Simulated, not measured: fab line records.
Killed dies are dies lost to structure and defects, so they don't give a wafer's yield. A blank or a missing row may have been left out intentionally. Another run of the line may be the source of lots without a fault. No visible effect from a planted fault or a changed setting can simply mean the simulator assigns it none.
A lot that was struck, set against a sound lot ; flow gf180mcu ; 14 out of 602 route steps
Sound: these wafers, L639.1, L639.5, L639.6. Struck: wafers L628.3, L628.4, L628.6. The cause is given at the end.
Each step with rows lists, per side, the tool, then ch with its chambers, then its first start. Under that, the readings that differ: sound wafers ; struck wafers ; difference of the means ; sigmas: that difference in standard deviations of wafers without a fault.
alike: same words and numbers on both sides, and readings whose means sit less than 2 such deviations apart. not compared: any withheld reading, any reading some wafer has no value for, any bound like >300 that may hide the same value, and any number with overlapping values for which the record gives no deviation.
Wherever a step has rows on one side only, a row that says differs or no value, or a row with sigmas, the two part there. Numbers that have no deviation but don't overlap get no sigmas and don't part them. A reading missing from all wafers of one side parts the sides only when that side holds two or more wafers.

first, 2 steps without rows for these wafers: GF_MVPSD_PEB_05; GF_MVPSD_DEVELOP_06 (develop time 60 s).
GF_MVPSD_OVL_MEAS_07:
  sound on overlay-01 at day 9 22:32; struck on overlay-02 at day 7 04:23
  alike: MVPSD_OVL
then, 2 steps without rows for these wafers: GF_MVPSD_IMPLANT_08; GF_MVPSD_IMPLANT_09.
GF_MVPSD_STRIP_10: strips in O2/N2.
  sound on plasmaAsher-03 ch 0,1, day 9 22:52; struck on plasmaAsher-01 ch 0,1, day 7 04:45
  alike: drypumpMotorCurrentA, heaterPowerW, o2FlowSccm, oesProductAu, platenTempC, stripTimeToEndpointS
  not compared: rfHoursCounterH
GF_MVPSD_TW_MEAS_11:
  sound on filmMetro-04 at day 9 22:58; struck on filmMetro-02 at day 7 04:50
  alike: MVPSD_TW
then, 5 steps without rows for these wafers: GF_VT_IMPLANT_DEHYDRATE_00 (time 60 s); GF_VT_IMPLANT_HMDS_01 (prime time 60 s); GF_VT_IMPLANT_COAT_02 (resist thk 1000 nm); GF_VT_IMPLANT_SOFTBAKE_03 (time 60 s); GF_VT_IMPLANT_EXPOSE_04 (exposes mask LVPWELL LV AREA, target cd 600 nm).
GF_VT_IMPLANT_PEB_05:
  struck on lithoTrack-02, day 7 20:22; sound on lithoTrack-02 ch 0, day 10 16:58
reading;sound;struck;difference;sigmas
exhaustPa (Pa);44.9 45.8 46.0;- - -;no value on the struck wafers;
  not compared: chillPlateTempC, timeS
then, 1 step without rows for these wafers: GF_VT_IMPLANT_DEVELOP_06 (develop time 60 s).

## WHERE THEY PART
Only at GF_VT_IMPLANT_PEB_05, within this record.

WHY: whatever the simulator had introduced
Step skipped in full: lithoTrack-02, at GF_VT_IMPLANT_PEB_05, from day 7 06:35 onward. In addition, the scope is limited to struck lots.
